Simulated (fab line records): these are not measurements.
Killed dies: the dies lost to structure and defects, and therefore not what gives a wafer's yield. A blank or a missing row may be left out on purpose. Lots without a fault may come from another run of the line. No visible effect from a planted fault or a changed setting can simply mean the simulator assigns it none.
What tool caused it? / flow sky130 / 12 lots, 36 wafers sampled, at 4 steps of a route of 708

## WHAT THE GAUGES READ, wafer by wafer
SKY_VIA2_THK_MEAS_01.
lot=L928; measured=day 35 01:54; on=film metro-01; VIA2_HDPCVD_THK (nm)=1145 1148 1147
lot=L929; measured=day 35 04:04; on=film metro-04; VIA2_HDPCVD_THK (nm)=1173 1178 1174
lot=L930; measured=day 35 23:32; on=film metro-04; VIA2_HDPCVD_THK (nm)=1172 1174 1183
lot=L932; measured=day 36 23:18; on=film metro-02; VIA2_HDPCVD_THK (nm)=1183 1192 1183
lot=L934; measured=day 37 05:58; on=film metro-02; VIA2_HDPCVD_THK (nm)=1174 1171 1179
lot=L935; measured=day 37 11:13; on=film metro-01; VIA2_HDPCVD_THK (nm)=1180 1189 1182
lot=L936; measured=day 37 23:19; on=film metro-01; VIA2_HDPCVD_THK (nm)=767 1190 1182
lot=L937; measured=day 38 12:31; on=film metro-04; VIA2_HDPCVD_THK (nm)=1177 1175 1187
lot=L938; measured=day 38 19:45; on=film metro-01; VIA2_HDPCVD_THK (nm)=1190 786 1167
lot=L948; measured=day 41 02:53; on=film metro-04; VIA2_HDPCVD_THK (nm)=1178 1189 1178
lot=L949; measured=day 41 06:52; on=film metro-01; VIA2_HDPCVD_THK (nm)=1177 1179 1190
lot=L950; measured=day 41 19:53; on=film metro-02; VIA2_HDPCVD_THK (nm)=1157 1179 1187

## TOOL THAT RAN EACH LOT (tool first, then ch and the chambers of the sampled wafers, then the start)
lot=L928; SKY_VIA1_ETCH_15=rie diel-03 ch 0,1,2, day 33 20:47; SKY_METAL2_STRIP_20=plasma asher-04 ch 0,1, day 35 01:08; SKY_VIA2_HDPCVD_00=hdpcvd-01 ch 0,2, day 35 01:47
lot=L929; SKY_VIA1_ETCH_15=rie diel-02 ch 0,3, day 33 22:22; SKY_METAL2_STRIP_20=plasma asher-03 ch 0,1, day 35 03:19; SKY_VIA2_HDPCVD_00=hdpcvd-01 ch 0,1,2, day 35 03:59
lot=L930; SKY_VIA1_ETCH_15=rie diel-01 ch 2,3, day 34 19:17; SKY_METAL2_STRIP_20=plasma asher-03 ch 0,1, day 35 22:47; SKY_VIA2_HDPCVD_00=hdpcvd-01 ch 0,1, day 35 23:23
lot=L932; SKY_VIA1_ETCH_15=rie diel-03 ch 0,2,3, day 35 18:50; SKY_METAL2_STRIP_20=plasma asher-04 ch 0,1, day 36 22:34; SKY_VIA2_HDPCVD_00=hdpcvd-01 ch 1,2, day 36 23:10
lot=L934; SKY_VIA1_ETCH_15=rie diel-03 ch 1,2,3, day 36 00:47; SKY_METAL2_STRIP_20=plasma asher-04 ch 0,1, day 37 05:14; SKY_VIA2_HDPCVD_00=hdpcvd-02 ch 1,2, day 37 05:50
lot=L935; SKY_VIA1_ETCH_15=rie diel-01 ch 0,2,3, day 36 06:11; SKY_METAL2_STRIP_20=plasma asher-03 ch 0,1, day 37 10:30; SKY_VIA2_HDPCVD_00=hdpcvd-01 ch 0,2, day 37 11:06
lot=L936; SKY_VIA1_ETCH_15=rie diel-03 ch 0,2,3, day 36 19:11; SKY_METAL2_STRIP_20=plasma asher-01 ch 0,1, day 37 22:37; SKY_VIA2_HDPCVD_00=hdpcvd-01 ch 0,1,2, day 37 23:10
lot=L937; SKY_VIA1_ETCH_15=rie diel-01 ch 0,1,3, day 37 08:02; SKY_METAL2_STRIP_20=plasma asher-04 ch 0,1, day 38 11:44; SKY_VIA2_HDPCVD_00=hdpcvd-02 ch 1,2, day 38 12:23
lot=L938; SKY_VIA1_ETCH_15=rie diel-01 ch 2,3, day 37 16:00; SKY_METAL2_STRIP_20=plasma asher-04 ch 1, day 38 19:01; SKY_VIA2_HDPCVD_00=hdpcvd-01 ch 0,1,2, day 38 19:37
lot=L948; SKY_VIA1_ETCH_15=rie diel-03 ch 1,2,3, day 39 23:29; SKY_METAL2_STRIP_20=plasma asher-04 ch 0,1, day 41 02:08; SKY_VIA2_HDPCVD_00=hdpcvd-01 ch 0,1, day 41 02:46
lot=L949; SKY_VIA1_ETCH_15=rie diel-03 ch 0,1,2, day 40 04:39; SKY_METAL2_STRIP_20=plasma asher-03 ch 0,1, day 41 06:08; SKY_VIA2_HDPCVD_00=hdpcvd-01 ch 0,1,2, day 41 06:44
lot=L950; SKY_VIA1_ETCH_15=rie diel-01 ch 1,2, day 40 17:15; SKY_METAL2_STRIP_20=plasma asher-03 ch 0,1, day 41 19:10; SKY_VIA2_HDPCVD_00=hdpcvd-02 ch 1,2, day 41 19:45
- SKY_VIA1_ETCH_15: etches SiO2 in C4F8/O2/Ar, stops on TiN, target depth 351 nm, time 54 s.
- SKY_METAL2_STRIP_20: strips in O2/N2.
- SKY_VIA2_HDPCVD_00: deposits SiO2, target thk 1180 nm, time 196.7 s.

## AS READ BY THE TOOLS THEMSELVES (means over the sampled wafers that have a number; for cases with no such wafer, the mark the record gives instead)
SKY_VIA1_ETCH_15.
lot=L928; tool=rie diel-03; oes product au (a.u.)=0.983
lot=L929; tool=rie diel-02; oes product au (a.u.)=0.979
lot=L930; tool=rie diel-01; oes product au (a.u.)=0.987
lot=L932; tool=rie diel-03; oes product au (a.u.)=0.976
lot=L934; tool=rie diel-03; oes product au (a.u.)=0.983
lot=L935; tool=rie diel-01; oes product au (a.u.)=0.981
lot=L936; tool=rie diel-03; oes product au (a.u.)=0.981
lot=L937; tool=rie diel-01; oes product au (a.u.)=0.988
lot=L938; tool=rie diel-01; oes product au (a.u.)=0.981
lot=L948; tool=rie diel-03; oes product au (a.u.)=0.981
lot=L949; tool=rie diel-03; oes product au (a.u.)=0.981
lot=L950; tool=rie diel-01; oes product au (a.u.)=0.981

SKY_METAL2_STRIP_20.
lot=L928; tool=plasma asher-04; drypump motor current A (A)=6.4; oes product au (a.u.)=0.350; strip time to endpoint s (s)=2.85
lot=L929; tool=plasma asher-03; drypump motor current A (A)=5.7; oes product au (a.u.)=0.355; strip time to endpoint s (s)=2.84
lot=L930; tool=plasma asher-03; drypump motor current A (A)=5.6; oes product au (a.u.)=0.349; strip time to endpoint s (s)=2.83
lot=L932; tool=plasma asher-04; drypump motor current A (A)=6.4; oes product au (a.u.)=0.345; strip time to endpoint s (s)=2.77
lot=L934; tool=plasma asher-04; drypump motor current A (A)=6.4; oes product au (a.u.)=0.347; strip time to endpoint s (s)=2.83
lot=L935; tool=plasma asher-03; drypump motor current A (A)=5.5; oes product au (a.u.)=0.348; strip time to endpoint s (s)=2.80
lot=L936; tool=plasma asher-01; drypump motor current A (A)=5.3; oes product au (a.u.)=0.350; strip time to endpoint s (s)=2.84
lot=L937; tool=plasma asher-04; drypump motor current A (A)=6.4; oes product au (a.u.)=0.347; strip time to endpoint s (s)=2.81
lot=L938; tool=plasma asher-04; drypump motor current A (A)=6.2; oes product au (a.u.)=0.345; strip time to endpoint s (s)=2.80
lot=L948; tool=plasma asher-04; drypump motor current A (A)=6.3; oes product au (a.u.)=0.347; strip time to endpoint s (s)=2.80
lot=L949; tool=plasma asher-03; drypump motor current A (A)=5.5; oes product au (a.u.)=0.347; strip time to endpoint s (s)=2.79
lot=L950; tool=plasma asher-03; drypump motor current A (A)=5.6; oes product au (a.u.)=0.346; strip time to endpoint s (s)=2.79

## THE ANSWER, worked out from the rows above alone
Rule: the lots themselves supply what counts as usual. The widest of any qualifying gaps counts: lots, ordered by their means at a reading, are off when they make up no more than a third of the lots, leave a main group of 4 or more, and stand apart from it by 3 or more times the standard deviation of that group's means. Not used: any main group whose means are identical at the precision the tables above print for the reading. A lot without any number at a reading at which 4 lots or more have one is off too. The other lots that the step has rows for count as sound. After the gauges, taken in route order, come the tools' own readings; for these a lot's mean is taken, as printed above. The first step at which some lot is off is used, and at that step the reading that is off furthest; a lot without a number counts as furthest.
Off: at SKY_VIA2_THK_MEAS_01 (VIA2_HDPCVD_THK), L936, L938. The main group: mean 1176 nm, standard deviation 11.
If a tool, at a process step before that reading, ran all the lots that are off and no sound lot after the first of them, it fits. Those tools and the gauges at SKY_VIA2_THK_MEAS_01 are tried in the same way. None of those tried fits.

## WHAT THE SIMULATOR HAD INSERTED
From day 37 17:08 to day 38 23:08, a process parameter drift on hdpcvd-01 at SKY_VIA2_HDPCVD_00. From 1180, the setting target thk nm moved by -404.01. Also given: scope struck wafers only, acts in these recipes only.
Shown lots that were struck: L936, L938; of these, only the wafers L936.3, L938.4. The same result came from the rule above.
